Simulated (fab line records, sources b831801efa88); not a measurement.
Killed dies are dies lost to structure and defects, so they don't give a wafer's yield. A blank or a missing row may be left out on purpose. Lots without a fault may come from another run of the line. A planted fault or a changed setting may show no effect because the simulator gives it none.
Chamber matching | flow sky130 | SKY_VIA3_ETCH_15 on rie_diel-04: 4 sister chambers
The step etches SiO2 in C4F8/O2/Ar, stops on TiN, target depth 507 nm, time 78 s. 8 wafers are shown with their chamber, then 8 later ones without.

WAFERS WITH THEIR CHAMBER
wafer  | chamber | oes_product_au (a.u.)
L080.2 | 1       | 0.938
L080.3 | 2       | 0.948
L080.4 | 0       | 0.940
L080.5 | 0       | 0.939
L082.3 | 1       | 0.955
L082.4 | 3       | 0.940
L082.6 | 3       | 0.943
L083.1 | 2       | 0.951

WAFERS WITHOUT THEIR CHAMBER
wafer  | oes_product_au (a.u.)
L083.2 | 0.950
L083.3 | 0.947
L087.2 | 0.945
L087.4 | 0.945
L087.6 | 0.952
L097.1 | 0.939
L097.2 | 0.940
L097.4 | 0.938

WHICH CHAMBER EACH WENT THROUGH
wafer  | from the rows above               | in truth
L083.2 | can't be placed: 2 or 1 or 3 or 0 | 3
L083.3 | can't be placed: 1 or 2 or 3 or 0 | 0
L087.2 | can't be placed: 1 or 3 or 2 or 0 | 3
L087.4 | can't be placed: 1 or 3 or 2 or 0 | 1
L087.6 | can't be placed: 2 or 1 or 3 or 0 | 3
L097.1 | can't be placed: 0 or 3 or 1 or 2 | 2
L097.2 | can't be placed: 0 or 3 or 1 or 2 | 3
L097.4 | can't be placed: 0 or 3 or 1 or 2 | 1
Placed correctly: 0 of 8. Can't be placed from these rows: 8 (the true chamber is among the candidates in 8). Placed wrongly: 0.
How it was worked out, from the rows above alone: a wafer's distance from a chamber is the root of the sum, over the readings, of the square of ((its reading less the chamber's mean) divided by the reading's scatter). The wafer belongs to the nearest chamber; if the next one is less than 2 further off, it can't be placed. A chamber's mean is the mean of its shown wafers. The scatter: the root of (the sum of the squares of (reading less its chamber's mean) over the shown wafers, divided by (wafers less chambers)).
